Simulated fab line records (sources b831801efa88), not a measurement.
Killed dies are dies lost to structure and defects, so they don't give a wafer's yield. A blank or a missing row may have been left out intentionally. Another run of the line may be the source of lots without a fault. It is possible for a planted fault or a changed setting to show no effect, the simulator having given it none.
The tool behind it: which one?    flow gf180mcu    12 lots, 36 wafers sampled, at 1 step of a route of 602

WHAT THE GAUGES SHOWED, per wafer
GF_SAB_OVL_MEAS_10.
lot   measured      on          SAB_OVL (nm)
L075  day 16 04:52  overlay-02  1.3 2.1 -0.6
L077  day 16 22:17  overlay-01  1.4 0.6 1.4
L079  day 17 18:55  overlay-02  -0.8 1.6 0.2
L081  day 18 06:22  overlay-02  2.0 1.7 2.5
L083  day 19 03:13  overlay-01  3.6 4.9 4.8
L085  day 20 00:25  overlay-02  1.1 -2.2 0.7
L087  day 20 13:49  overlay-02  1.7 -0.7 0.4
L089  day 21 08:19  overlay-01  0.1 -0.1 0.7
L091  day 21 22:55  overlay-01  1.2 2.2 0.2
L093  day 22 16:02  overlay-01  -2.9 -3.1 -2.8
L095  day 23 03:28  overlay-01  1.6 2.8 0.3
L097  day 23 19:22  overlay-02  -2.2 0.6 1.1

WHICH TOOL RAN EACH LOT (tool, then ch and the chambers of the sampled wafers, then the start)
Record: no process step prior to these readings.

THE ANSWER, worked out from the rows above alone
Rule: the usual values come from the lots themselves. Put in order of their means at a reading, lots are off if they are a third of the lots or fewer, leave a main group of 4 or more, and stand apart from it by a gap of 3 or more times the standard deviation of the main group's means; of several such gaps the widest counts. Not used: any main group whose means are identical at the precision the tables above print for the reading. A lot without any number at a reading at which 4 lots or more have one is off too. Where the step has rows for the other lots, those lots are counted as sound.
No lot is off on any of the readings shown, so nothing can be concluded from this.

WHAT THE SIMULATOR HAD INSERTED
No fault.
